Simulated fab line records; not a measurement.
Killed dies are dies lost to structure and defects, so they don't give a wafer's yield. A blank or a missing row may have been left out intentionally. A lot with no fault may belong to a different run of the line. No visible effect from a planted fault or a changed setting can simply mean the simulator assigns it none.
Which tool did it?	flow gf180mcu	Sampling: 13 lots, 39 wafers, 5 of 602 route steps

== WHAT THE GAUGES READ, wafer by wafer ==
GF_V3_BOW_MEAS_05. Usual: for V3_BOW the level is 117 um and the standard deviation is 8.9.
lot	measured	on	V3_BOW (um)	flag
L841	day 21 09:32	film-metro-03	123 121 122	
L842	day 21 18:42	film-metro-04	123 122 119	
L843	day 21 22:28	film-metro-03	112 118 112	
L844	day 22 05:06	film-metro-02	136 122 125	
L845	day 22 19:59	film-metro-04	124 129 127	
L846	day 23 04:46	film-metro-02	124 126 125	
L848	day 23 17:15	film-metro-03	115 118 116	
L849	day 24 07:32	film-metro-02	120 104 113	
L850	day 24 23:40	film-metro-03	106 108 107	
L852	day 25 10:58	film-metro-02	111 114 116	
L853	day 25 12:22	film-metro-02	107 97 106	
L863	day 28 18:41	film-metro-04	131 114 117	
L864	day 29 02:36	film-metro-04	120 116 122	

GF_V3_OVL_MEAS_15. Usual: for V3_OVL the level is -6 nm and the standard deviation is 4.9.
lot	measured	on	V3_OVL (nm)	flag
L841	day 22 09:19	overlay-01	-2 -7 1	
L842	day 22 18:04	overlay-01	-17 -10 -12	
L843	day 22 22:13	overlay-01	3 -3 -9	
L844	day 23 05:07	overlay-02	-2 -10 -4	
L845	day 23 18:26	overlay-02	-5 -4 -5	
L846	day 24 03:14	overlay-02	-9 -10 -6	
L848	day 24 15:21	overlay-01	-12 -9 -4	
L849	day 25 03:40	overlay-02	-12 -8 -14	
L850	day 25 20:32	overlay-02	-7 -5 1	
L852	day 26 07:40	overlay-01	0 -11 -7	
L853	day 26 08:57	overlay-01	-6 0 -3	
L863	day 29 13:40	overlay-02	-2 -16 -5	
L864	day 29 21:50	overlay-01	-9 -9 -10	

GF_M4_OVL_MEAS_15. Usual: for M4_OVL the level is 2 nm and the standard deviation is 5.6.
lot	measured	on	M4_OVL (nm)	flag
L841	day 23 10:25	overlay-02	2 14 -1	
L842	day 23 17:37	overlay-01	7 -7 1	
L843	day 23 22:49	overlay-01	3 3 0	
L844	day 24 05:07	overlay-02	1 6 2	
L845	day 24 18:23	overlay-01	9 15 10	
L846	day 25 01:38	overlay-01	6 0 0	
L848	day 25 12:35	overlay-01	0 2 4	
L849	day 26 03:01	overlay-02	9 0 -5	
L850	day 26 18:19	overlay-02	-3 -6 9	
L852	day 27 05:44	overlay-01	34 27 34	OFF
L853	day 27 06:52	overlay-02	29 27 27	OFF
L863	day 30 08:59	overlay-01	9 12 7	
L864	day 30 17:43	overlay-02	-8 -1 4	

== WHAT TOOL EACH LOT RAN ON (gives the tool, then ch and the chambers of the sampled wafers, and finally the start) ==
lot	GF_V3_ETCH_17	GF_M4_EXPOSE_11
L841	rie-diel-04 ch 0,2,3, day 22 23:01 or earlier	krf-scanner-02 ch 0, day 22 23:01
L842	rie-diel-04 ch 0,1,2, day 23 06:40 or earlier	krf-scanner-01 ch 0, day 23 06:40
L843	rie-diel-04 ch 0,2,3, day 23 11:44 or earlier	krf-scanner-02 ch 0, day 23 11:44
L844	rie-diel-03 ch 0,2,3, day 23 17:58 or earlier	krf-scanner-02 ch 0, day 23 17:58
L845	rie-diel-04 ch 0,2, day 24 07:23 or earlier	krf-scanner-01 ch 0, day 24 07:23
L846	rie-diel-03 ch 1,2, day 24 15:49 or earlier	krf-scanner-02 ch 0, day 24 15:49
L848	rie-diel-02 ch 0,1, day 25 03:02 or earlier	krf-scanner-01 ch 0, day 25 03:02
L849	rie-diel-04 ch 0,1,2, day 25 14:58 or earlier	krf-scanner-02 ch 0, day 25 14:58
L850	rie-diel-03 ch 0,3, day 26 08:12 or earlier	krf-scanner-02 ch 0, day 26 08:12
L852	rie-diel-02 ch 0,1,3, day 26 19:32 or earlier	krf-scanner-01 ch 0, day 26 19:32
L853	rie-diel-03 ch 0,1,3, day 26 21:25 or earlier	krf-scanner-01 ch 0, day 26 21:25
L863	rie-diel-03 ch 0,1,3, day 29 23:26 or earlier	krf-scanner-02 ch 0, day 29 23:26
L864	rie-diel-02 ch 0,1,2, day 30 09:41 or earlier	krf-scanner-02 ch 0, day 30 09:41
- GF_V3_ETCH_17: etches SiO2 in C4F8/O2/Ar, stops on TiN, target depth 635 nm.
- GF_M4_EXPOSE_11: exposes mask Metal4, target cd 280 nm.

== AS READ BY THE TOOLS THEMSELVES (means over the sampled wafers that have a number; for cases with no such wafer, the mark the record gives instead) ==
GF_V3_ETCH_17. Usual: oes-product-au 0.856 a.u., standard deviation 0.0048; rf-fwd-power-W 1492 W, standard deviation 4.7.
lot	tool	oes-product-au (a.u.)	rf-fwd-power-W (W)	flag
L841	rie-diel-04	0.855	1490	
L842	rie-diel-04	0.857	1494	
L843	rie-diel-04	0.857	1489	
L844	rie-diel-03	0.853	1494	
L845	rie-diel-04	0.858	1496	
L846	rie-diel-03	0.859	1495	
L848	rie-diel-02	0.861	1490	
L849	rie-diel-04	0.854	1492	
L850	rie-diel-03	0.855	1499	
L852	rie-diel-02	0.861	1488	
L853	rie-diel-03	0.857	1496	
L863	rie-diel-03	0.858	1493	
L864	rie-diel-02	0.854	1490	

== THE ANSWER, worked out from the rows above alone ==
Rule: a lot is off if the mean of its wafers that have a number lies more than 3 standard deviations from the usual mean. Also off: a lot with no number at a reading for which 4 or more lots have one. Any other lot the step has rows for is counted as sound. After the gauges, taken in route order, come the tools' own readings; for these a lot's mean is taken, as printed above. The first step at which some lot is off is used, and at that step the reading that is off furthest; a lot without a number counts as furthest.
Off: at GF_M4_OVL_MEAS_15 (M4_OVL), L852, L853.
A tool fits if, at a process step before that reading, it ran every lot that is off, and no sound lot after the first of them. Those tools and the gauges at GF_M4_OVL_MEAS_15 are tried in the same way. GF_V3_ETCH_17 gives no start for some lots, so the hours and the order of its lots are those of GF_M4_EXPOSE_11. One fits: GF_M4_EXPOSE_11 on krf-scanner-01. Its last sound lot is L848 (day 25 03:02), its first lot that is off L852 (day 26 19:32): a fault that began between those two fits.

== WHAT HAD BEEN PUT IN BY THE SIMULATOR ==
Scanner matching overlay: krf-scanner-01, from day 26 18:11 on, at GF_M4_EXPOSE_11. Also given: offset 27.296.
Struck lots among those shown: L852, L853. This agrees with what the rule above found.
